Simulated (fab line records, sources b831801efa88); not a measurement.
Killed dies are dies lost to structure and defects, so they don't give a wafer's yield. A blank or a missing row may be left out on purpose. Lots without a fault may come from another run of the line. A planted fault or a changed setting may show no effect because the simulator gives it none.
fab line records | flow sky130
record lots=6 wafers=18 last_day=51
route steps=708 shown METAL1@440 PAD_OPEN@708
lots that met no fault: from a run of the same line without faults
start_h: hours from the record's first day to the start of the lot's first wafer shown | wait_h: hours since the lot's step before | " the same as in the row above | L1.1+2: a row that stands for several wafers | - no value, or no start given | * or withheld: withheld | < > ~ a bound
route shown NAME@n: a module of which the file shows steps, and the number in the route of the first | usual: mean/standard deviation of fault-free wafers | same: alike in all rows | chamber/n: place in a boat | sites: the reading at each site | _std_site: their standard deviation | _edge_site: outer sites' mean less inner sites' | radius_mm: how far each site lies from the wafer's centre | mask NAME#n: copy n | behind: the tool/chamber that last shaped the wafer | hold: why the lot was held/for how many hours/how that ended | device: the transistor (n, p or np) that didn't switch | end of line: the same wafers' tests at the end of the route | a step without rows: its recipe alone | killed: dies lost to structure and defects at the first sort, not the wafer's yield | map: a wafer's dies, x killed, . not, _ none there
set.NAME: the setting as run; set.NAME@STEP: as run at that earlier step | model.NAME: the simulator's own value behind a step, which no gauge read
lots at some steps of the route; a table a step, a row a wafer
services: from which hour (start_h, from the record's first day; less than 0 if before it) a tool's chamber was out of use, for how many hours, and why
## steps
# step SKY_METAL1_THK_MEAS_06
# recipe thk_meas_gauge=xrf reads=AlCu_of_METAL1_SPUTTER_02
# usual METAL1_ALCU_THK=242/3
# columns lot.wafer tool chamber start_h wait_h METAL1_ALCU_THK[nm]
L259.2 film_metro-04 - 792.61 0.1 248
L259.3 " - " " 245
L259.5 " - " " 248
L260.2 film_metro-01 - 802.80 0.1 240
L260.3 " - " " 240
L260.4 " - " " 242
L267.1 film_metro-03 - 865.99 0.1 236
L267.2 " - " " 243
L267.5 " - " " 239
L268.3 film_metro-01 - 870.75 0.1 244
L268.4 " - " " 246
L268.6 " - " " 244
L269.1 film_metro-01 - 877.70 0.1 244
L269.2 " - " " 248
L269.4 " - " " 243
L279.1 film_metro-01 - 935.39 0.1 242
L279.4 " - " " 245
L279.6 " - " " 243
# step SKY_METAL1_DEHYDRATE_07
# recipe temp_c=200 time_s=60
# step SKY_METAL1_HMDS_08
# recipe prime_time_s=60 prime_temp_c=120
# step SKY_METAL1_COAT_09
# recipe resist=BARC temp_c=withheld time_s=withheld spin_rpm=3000 resist_thk_nm=60
# step SKY_METAL1_COAT_10
# recipe resist=KrF-thick spin_rpm=3000 resist_thk_nm=450
# step SKY_METAL1_SOFTBAKE_11
# recipe temp_c=100 time_s=90 resist=KrF-thick
# step SKY_METAL1_EXPOSE_12
# recipe mask_id=MM1 na=0.8 source_shape=annular sigma_inner=0.55 sigma_outer=0.85 target_cd_nm=140 dose_mj=28
# step SKY_METAL1_PEB_13
# recipe peb_temp_c=withheld peb_time_s=withheld resist=KrF-thick
# step SKY_METAL1_DEVELOP_14
# recipe develop_time_s=60 resist=KrF-thick dev_temp_c=21
# step SKY_METAL1_CD_MEAS_15
# recipe target_cd_nm=140
# usual cd_nm=139.8/1.5
# columns lot.wafer tool chamber start_h wait_h cd_nm
L259.2 cd_sem-01 - 819.90 - 140.6
L259.3 " - " " 138.8
L259.5 " - " " 139.2
L260.2 cd_sem-02 - 829.70 - 140.9
L260.3 " - " " 141.2
L260.4 " - " " 138.6
L267.1 cd_sem-02 - 892.05 - 140.4
L267.2 " - " " 140.7
L267.5 " - " " 140.0
L268.3 cd_sem-01 - 897.14 - 140.1
L268.4 " - " " 140.5
L268.6 " - " " 138.3
L269.1 cd_sem-01 - 903.45 - 137.7
L269.2 " - " " 137.5
L269.4 " - " " 139.1
L279.1 cd_sem-01 - 960.05 - 140.6
L279.4 " - " " 138.4
L279.6 " - " " 140.3
# step SKY_METAL1_OVL_MEAS_16
# usual METAL1_OVL=0/5.1
# columns lot.wafer tool chamber start_h wait_h METAL1_OVL[nm]
L259.2 overlay-02 - 820.01 0.1 2
L259.3 " - " " -7
L259.5 " - " " -1
L260.2 overlay-01 - 829.81 0.1 -1
L260.3 " - " " 3
L260.4 " - " " -6
L267.1 overlay-02 - 892.17 0.1 1
L267.2 " - " " -3
L267.5 " - " " -3
L268.3 overlay-01 - 897.23 0.1 3
L268.4 " - " " -1
L268.6 " - " " 0
L269.1 overlay-01 - 903.57 0.1 -3
L269.2 " - " " 3
L269.4 " - " " 1
L279.1 overlay-01 - 960.17 0.1 -10
L279.4 " - " " -6
L279.6 " - " " -2
# step SKY_METAL1_DESCUM_17
# recipe chemistry=O2 source_power_w=150 bias_power_w=0 pressure_mtorr=10 temp_c=40 time_s=8
# usual drypump_motor_current_A=5.6/0.47 oes_product_au=1.003/0.0082
# columns lot.wafer tool chamber start_h wait_h drypump_motor_current_A oes_product_au rf_hours_counter_h
L259.2 rie_metal-01 0 820.04 0.0 6.1 1.018 16
L259.3 " 0 " " 6.2 1.016 -
L259.5 " 0 " " 6.1 1.007 -
L260.2 rie_metal-03 0 829.84 0.0 5.8 0.987 14
L260.3 " 1 " " 4.6 1.001 -
L260.4 " 0 " " 5.8 0.990 -
L267.1 rie_metal-01 1 892.21 0.0 5.3 0.988 12
L267.2 " 1 " " 5.4 0.987 -
L267.5 " 1 " " 5.4 1.003 -
L268.3 rie_metal-03 0 897.27 0.0 5.8 0.995 -
L268.4 " 1 " " 4.6 1.010 -
L268.6 " 0 " " 5.8 1.002 -
L269.1 rie_metal-01 1 903.61 0.0 5.3 1.000 13
L269.2 " 0 " " 6.2 1.005 18
L269.4 " 0 " " 6.1 1.009 -
L279.1 rie_metal-02 0 960.20 0.0 6.1 0.994 2
L279.4 " 1 " " 5.6 0.983 -
L279.6 " 1 " " 5.6 0.992 -
# step SKY_METAL1_ETCH_18
# recipe chemistry=N2/H2 target=BARC ion_energy_ev=200 bias_w=100 pressure_mtorr=30 n2_flow_sccm=100 h2_flow_sccm=200 icp_w=500 stop_on=SiO2 time_s=45.9 target_depth_a=600
# usual bias_w=100.0/0.32 drypump_motor_current_A=5.6/0.48 oes_product_au=0.855/0.0048 run_length_s=74.1/0.38 throttle_valve_pct=13.223/0.0098
# columns lot.wafer tool chamber start_h wait_h bias_w drypump_motor_current_A oes_product_au rf_hours_counter_h run_length_s throttle_valve_pct model.KrF-thick_of_METAL1_COAT_10.thk_nm
L259.2 rie_metal-01 0 820.07 0.0 100.0 6.2 0.852 16 74.6 13.225 393.7
L259.3 " 0 " " 99.9 6.2 0.860 - 74.2 13.215 394.3
L259.5 " 0 " " 100.3 6.2 0.862 - 74.7 13.215 394.3
L260.2 rie_metal-03 0 829.87 0.0 99.8 5.9 0.861 14 74.3 13.228 394.5
L260.3 " 1 " " 99.9 4.7 0.856 - 74.3 13.218 394.3
L260.4 " 0 " " 100.1 5.9 0.847 - 73.9 13.208 395.1
L267.1 rie_metal-01 1 892.27 0.1 - 5.3 1.002 12 63.2 13.234 402.7
L267.2 " 1 " " - 5.3 1.008 - 63.1 13.225 402.3
L267.5 " 1 " " - 5.4 1.006 - 63.2 13.242 403
L268.3 rie_metal-03 0 897.31 0.0 100.3 5.8 0.847 - 74.4 13.223 393.9
L268.4 " 1 " " 99.9 4.7 0.855 - 74.4 13.240 393.5
L268.6 " 0 " " 99.9 5.8 0.856 - 74.5 13.235 394.3
L269.1 rie_metal-01 1 903.64 0.0 - 5.4 1.008 13 63.4 13.233 400.7
L269.2 " 0 " " - 6.2 1.007 18 63.7 13.231 400.7
L269.4 " 0 " " - 6.2 1.008 - 63.8 13.244 401.1
L279.1 rie_metal-02 0 960.23 0.0 100.3 6.2 0.867 2 73.6 13.223 395
L279.4 " 1 " " 100.0 5.6 0.859 - 74.4 13.221 396.2
L279.6 " 1 " " 100.1 5.6 0.857 - 74.5 13.228 395.2
# step SKY_METAL1_METAL_ETCH_19
# recipe target_depth_a=3600 stop_on=SiO2 over_etch_frac=0.3 time_s=78 chemistry=Cl2/BCl3 resist_sidewall_deg=88 pressure_mtorr=10 icp_w=900 bias_w=48.5 Cl2_flow_sccm=60 bcl3_flow_sccm=30
# usual bias_w=48.51/0.14 drypump_motor_current_A=5.6/0.47 oes_product_au=0.854/0.0059 run_length_s=106.3/0.39 throttle_valve_pct=22.266/0.0084
# columns lot.wafer tool chamber start_h wait_h bias_w drypump_motor_current_A oes_product_au rf_hours_counter_h run_length_s throttle_valve_pct model.KrF-thick_of_METAL1_COAT_10.thk_nm
L259.2 rie_metal-01 0 820.13 0.0 48.37 6.1 0.859 16 106.2 22.268 155.5
L259.3 " 0 " " 48.47 6.1 0.864 - 106.4 22.262 157.2
L259.5 " 0 " " 48.46 6.1 0.860 - 106.3 22.271 156.7
L260.2 rie_metal-03 0 829.93 0.0 48.39 5.8 0.854 14 106.3 22.263 162.2
L260.3 " 1 " " 48.43 4.6 0.854 - 106.4 22.249 159.1
L260.4 " 0 " " 48.40 5.9 0.859 - 106.0 22.270 164.1
L267.1 rie_metal-01 1 892.40 0.1 48.74 5.3 0.853 12 106.1 22.266 166
L267.2 " 1 " " 48.73 5.3 0.860 - 106.0 22.275 166.7
L267.5 " 1 " " 48.90 5.3 0.852 - 105.9 22.256 166.7
L268.3 rie_metal-03 0 897.38 0.1 48.28 5.8 0.858 - 106.1 22.258 159.8
L268.4 " 1 " " 48.40 4.6 0.857 - 106.4 22.267 157
L268.6 " 0 " " 48.36 5.8 0.856 - 106.1 22.262 164.4
L269.1 rie_metal-01 1 903.70 0.0 48.53 5.3 0.848 13 106.1 22.262 167.4
L269.2 " 0 " " 48.61 6.1 0.854 18 106.1 22.259 167.3
L269.4 " 0 " " 48.51 6.1 0.849 - 106.8 22.260 165
L279.1 rie_metal-02 0 960.30 0.0 48.47 6.1 0.853 2 105.8 22.258 160.2
L279.4 " 1 " " 48.34 5.6 0.858 - 106.9 22.271 163
L279.6 " 1 " " 48.49 5.6 0.859 - 106.5 22.262 161.7
# step SKY_METAL1_STRIP_20
# recipe chemistry=O2/N2 power_w=1400 pressure_mtorr=1500 platen_temp_c=withheld o2_flow_sccm=3000 n2_flow_sccm=300 overash_fraction=0.5
# usual drypump_motor_current_A=5.9/0.56 oes_product_au=0.343/0.0049 strip_time_to_endpoint_s=2.70/0.032
# columns lot.wafer tool chamber start_h wait_h drypump_motor_current_A oes_product_au rf_hours_counter_h strip_time_to_endpoint_s
L259.2 plasma_asher-04 0 820.22 0.1 5.9 0.329 96 2.65
L259.3 " 0 " " 5.9 0.337 - 2.70
L259.5 " 1 " " 6.5 0.333 - 2.68
L260.2 plasma_asher-03 0 830.02 0.1 5.6 0.344 68 2.74
L260.3 " 0 " " 5.6 0.344 - 2.70
L260.4 " 1 " " 6.3 0.348 - 2.77
L267.1 plasma_asher-02 1 892.58 0.1 4.7 0.344 5 2.77
L267.2 " 0 " " 6.2 0.352 5 2.78
L267.5 " 1 " " 4.7 0.343 - 2.77
L268.3 plasma_asher-03 0 897.48 0.1 5.6 0.346 - 2.71
L268.4 " 1 " " 6.2 0.340 - 2.68
L268.6 " 0 " " 5.6 0.338 - 2.75
L269.1 plasma_asher-02 0 903.79 0.1 6.2 0.339 6 2.79
L269.2 " 1 " " 4.7 0.344 6 2.80
L269.4 " 1 " " 4.7 0.348 - 2.77
L279.1 plasma_asher-02 0 960.39 0.1 6.2 0.337 12 2.72
L279.4 " 1 " " 4.7 0.345 - 2.75
L279.6 " 1 " " 4.7 0.341 - 2.75
# step SKY_PAD_OPEN_PROBE_99
# usual defect_limited_yield=82.6/1.7 killed_at_M0_to_M3=43/7 killed_at_M4_up=3.1/1.5 killed_at_contacts=23/4.9 killed_at_front_end=16/3.9 killed_at_other=0.3/0.52 killed_dies=86/8.2 killed_open=47/6.1 killed_short=38/5.8 sort_bin_3_pad_short=0.8/0.41 sort_bin_5_function=10.2/1.3 sort_bin_6_memory=6.4/1.1 sort_n_pass=406/8.2 sort_yield_pct=82.6/1.7
# same gross_dies=492 killed_at_back_side=0 sort_bin_4_leakage[%]=0 sort_bin_8_speed[%]=0
# columns lot.wafer tool chamber start_h wait_h defect_limited_yield[%] killed_at_M0_to_M3 killed_at_M4_up killed_at_contacts killed_at_front_end killed_at_other killed_dies killed_open killed_short sort_bin_3_pad_short[%] sort_bin_5_function[%] sort_bin_6_memory[%] sort_n_pass sort_yield_pct[%] model.etest.met1_comb.leak_log10_a_um
L259.2 prober-01 - 1126.67 0.1 84.3 41 0 21 15 0 77 44 33 0.8 9.6 5.3 415 84.3 -11.93
L259.3 prober-01 - 1126.72 0.2 83.3 39 1 24 18 0 82 47 34 0.6 9.6 6.5 410 83.3 -11.82
L259.5 prober-01 - 1126.82 0.2 84.3 37 6 25 8 1 77 43 34 0.4 10.0 5.3 415 84.3 -12.02
L260.2 prober-02 - 1133.37 0.1 82.9 50 4 16 14 0 84 39 45 1.0 9.8 6.3 408 82.9 -11.95
L260.3 prober-02 - 1133.42 0.2 82.5 40 2 33 11 0 86 42 41 0.8 10.4 6.3 406 82.5 -12.27
L260.4 prober-02 - 1133.47 0.2 82.5 42 2 28 14 0 86 51 35 0.4 9.8 7.3 406 82.5 -11.98
L267.1 prober-02 - 1180.67 0.1 80.5 50 3 24 18 1 96 54 42 0.6 9.6 9.3 396 80.5 -11.89
L267.2 prober-02 - 1180.72 0.1 84.1 44 2 17 14 1 78 49 29 0.8 8.9 6.1 414 84.1 -11.76
L267.5 prober-02 - 1180.87 0.2 82.5 45 3 18 20 0 86 44 42 0.8 11.4 5.3 406 82.5 -11.96
L268.3 prober-01 - 1185.82 0.2 81.7 48 1 24 16 1 90 51 39 1.0 11.8 5.5 402 81.7 -11.94
L268.4 prober-01 - 1185.87 0.2 85.6 41 3 17 10 0 71 40 31 0.4 9.1 4.9 421 85.6 -12
L268.6 prober-01 - 1185.97 0.2 82.9 52 3 20 9 0 84 46 38 0.4 10.8 5.9 408 82.9 -11.84
L269.1 prober-02 - 1189.62 0.1 83.5 39 3 24 15 0 81 46 35 0.8 11.4 4.3 411 83.5 -11.91
L269.2 prober-02 - 1189.67 0.1 78.7 55 2 31 16 1 105 55 48 1.4 13.0 6.9 387 78.7 -11.85
L269.4 prober-02 - 1189.77 0.2 81.1 40 4 33 16 0 93 50 43 1.0 10.6 7.3 399 81.1 -11.62
L279.1 prober-02 - 1225.41 0.1 83.1 44 2 23 14 0 83 43 40 1.0 9.3 6.5 409 83.1 -11.93
L279.4 prober-02 - 1225.56 0.2 83.7 35 2 28 13 2 80 44 36 1.0 9.3 5.9 412 83.7 -12.01
L279.6 prober-02 - 1225.66 0.2 82.3 43 5 29 10 0 87 49 38 0 10.8 6.9 405 82.3 -12.01
# killed by level:class
L259.2 VIA1:geometric_particle:open=11 CONTACT:geometric_particle:open=9 VIA1:geometric_particle:short=7 VIA3:geometric_particle:open=7 LOCAL_INTERCONNECT:geometric_particle:short=6 VIA2:geometric_particle:short=5 SPACER:geometric_particle:open=4 FIELD_ISO:geometric_particle:short=3
L259.3 VIA3:geometric_particle:open=8 LOCAL_INTERCONNECT:geometric_particle:short=8 VIA2:geometric_particle:open=7 VIA1:geometric_particle:open=7 POLY_GATE:geometric_particle:open=6 LI_CONTACT:geometric_particle:open=5 CONTACT:geometric_particle:short=5 METAL3:geometric_particle:short=5
L259.5 VIA1:geometric_particle:open=10 CONTACT:geometric_particle:open=8 CONTACT:geometric_particle:short=8 LI_CONTACT:geometric_particle:open=7 VIA2:geometric_particle:open=6 METAL2:geometric_particle:short=5 VIA2:geometric_particle:short=5 FIELD_ISO:geometric_particle:short=3
L260.2 METAL1:geometric_particle:short=9 VIA1:geometric_particle:open=9 METAL3:geometric_particle:short=7 VIA2:geometric_particle:open=6 CONTACT:geometric_particle:open=6 VIA1:geometric_particle:short=6 POLY_GATE:geometric_particle:open=4 LI_CONTACT:geometric_particle:open=4
L260.3 CONTACT:geometric_particle:open=10 VIA1:geometric_particle:open=8 LOCAL_INTERCONNECT:geometric_particle:short=7 CONTACT:geometric_particle:short=7 LI_CONTACT:geometric_particle:open=6 METAL1:geometric_particle:short=6 FIELD_ISO:geometric_particle:open=5 METAL2:geometric_particle:short=5
L260.4 VIA1:geometric_particle:open=16 LI_CONTACT:geometric_particle:open=9 CONTACT:geometric_particle:open=9 VIA1:geometric_particle:short=6 CONTACT:geometric_particle:short=6 VIA3:geometric_particle:open=5 FIELD_ISO:geometric_particle:short=4 FIELD_ISO:geometric_particle:open=4
L267.1 VIA1:geometric_particle:open=12 CONTACT:geometric_particle:open=10 VIA2:geometric_particle:open=9 POLY_GATE:geometric_particle:short=6 LI_CONTACT:geometric_particle:open=6 FIELD_ISO:geometric_particle:open=5 METAL2:geometric_particle:short=5 FIELD_ISO:geometric_particle:short=4
L267.2 VIA1:geometric_particle:open=12 LI_CONTACT:geometric_particle:open=7 VIA1:geometric_particle:short=7 FIELD_ISO:geometric_particle:open=6 CONTACT:geometric_particle:open=6 VIA2:geometric_particle:short=6 VIA2:geometric_particle:open=5 POLY_GATE:geometric_particle:short=3
L267.5 VIA1:geometric_particle:open=13 CONTACT:geometric_particle:open=6 POLY_GATE:geometric_particle:open=5 POLY_GATE:geometric_particle:short=5 VIA3:geometric_particle:short=5 VIA1:geometric_particle:short=5 METAL2:geometric_particle:short=5 FIELD_ISO:geometric_particle:open=4
L268.3 CONTACT:geometric_particle:open=12 VIA3:geometric_particle:open=10 VIA2:geometric_particle:open=8 CONTACT:geometric_particle:short=6 METAL1:geometric_particle:short=6 VIA1:geometric_particle:short=6 VIA1:geometric_particle:open=6 FIELD_ISO:geometric_particle:short=4
L268.4 VIA2:geometric_particle:open=8 METAL1:geometric_particle:short=8 CONTACT:geometric_particle:open=7 VIA1:geometric_particle:open=7 LI_CONTACT:geometric_particle:open=4 VIA2:geometric_particle:short=4 VIA3:geometric_particle:open=4 POLY_CUT:geometric_particle:open=3
L268.6 VIA3:geometric_particle:open=11 VIA1:geometric_particle:open=9 LI_CONTACT:geometric_particle:open=8 METAL1:geometric_particle:short=8 CONTACT:geometric_particle:open=6 METAL3:geometric_particle:short=6 FIELD_ISO:geometric_particle:short=5 VIA2:geometric_particle:open=5
L269.1 VIA1:geometric_particle:open=11 VIA3:geometric_particle:open=10 CONTACT:geometric_particle:open=8 CONTACT:geometric_particle:short=8 METAL3:geometric_particle:short=5 FIELD_ISO:geometric_particle:open=4 POLY_GATE:geometric_particle:open=4 VIA2:geometric_particle:open=4
L269.2 CONTACT:geometric_particle:open=12 VIA1:geometric_particle:open=12 LI_CONTACT:geometric_particle:open=7 METAL1:geometric_particle:short=7 VIA1:geometric_particle:short=6 METAL2:geometric_particle:short=6 VIA3:geometric_particle:short=6 CONTACT:geometric_particle:short=5
L269.4 CONTACT:geometric_particle:open=18 VIA1:geometric_particle:open=9 CONTACT:geometric_particle:short=8 METAL1:geometric_particle:short=7 VIA3:geometric_particle:open=7 FIELD_ISO:geometric_particle:open=4 LI_CONTACT:geometric_particle:open=4 METAL4:geometric_particle:short=4
L279.1 VIA1:geometric_particle:open=15 LI_CONTACT:geometric_particle:open=7 LOCAL_INTERCONNECT:geometric_particle:short=5 CONTACT:geometric_particle:open=5 VIA1:geometric_particle:short=5 VIA2:geometric_particle:open=5 METAL2:geometric_particle:short=5 LI_CONTACT:geometric_particle:short=4
L279.4 CONTACT:geometric_particle:open=11 LI_CONTACT:geometric_particle:open=9 METAL1:geometric_particle:short=6 VIA1:geometric_particle:short=6 VIA1:geometric_particle:open=5 VIA2:geometric_particle:open=5 VIA3:geometric_particle:open=5 FIELD_ISO:geometric_particle:short=3
L279.6 CONTACT:geometric_particle:open=11 VIA1:geometric_particle:open=9 VIA2:geometric_particle:open=7 VIA1:geometric_particle:short=6 LI_CONTACT:geometric_particle:open=6 CONTACT:geometric_particle:short=6 VIA3:geometric_particle:open=5 METAL2:geometric_particle:short=5
## services
# columns tool chamber start_h hours kind
plasma_asher-02 - 845.56 7.7 repair
rie_metal-01 0 856.64 13.8 repair
rie_metal-01 0 874.16 21.6 repair
plasma_asher-02 - 874.53 15.6 pm
rie_metal-02 0 884.12 - clean
rie_metal-02 0 884.12 17.8 scheduled_down
rie_metal-02 0 884.12 17.8 vent_cycle
rie_metal-01 - 905.16 0.8 repair
rie_metal-01 0 908.80 - clean
rie_metal-01 0 908.80 13.2 scheduled_down
rie_metal-01 0 908.80 13.2 vent_cycle
plasma_asher-02 - 917.56 2.8 pm
rie_metal-02 0 925.63 8.6 repair
## key
first_sign step=SKY_METAL1_ETCH_18 reading=oes_product_au direction=up sigmas=31 usual=0.855 struck=1.006
effect step=SKY_METAL1_ETCH_18 reading=run_length_s direction=down sigmas=29 usual=* struck=*
model_effect step=SKY_METAL1_ETCH_18 value=KrF-thick_of_METAL1_COAT_10.thk_nm without=391.7 struck=401.7
model_effect step=SKY_METAL1_METAL_ETCH_19 value=KrF-thick_of_METAL1_COAT_10.thk_nm without=156.5 struck=166.5
model_effect step=SKY_PAD_OPEN_PROBE_99 value=etest.met1_comb.leak_log10_a_um without=-11.97 struck=-11.83
met_at SKY_METAL1_ETCH_18
struck_wafers L267.1,L267.2,L267.5,L269.1,L269.2,L269.4
onset_between 820.07 892.27
fault kind=process_parameter_drift tool=rie_metal-01 chamber=- onset_h=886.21 steps=SKY_METAL1_ETCH_18 channel=time_s offset=* shape=step end_h=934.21 acts_in=* stated=*
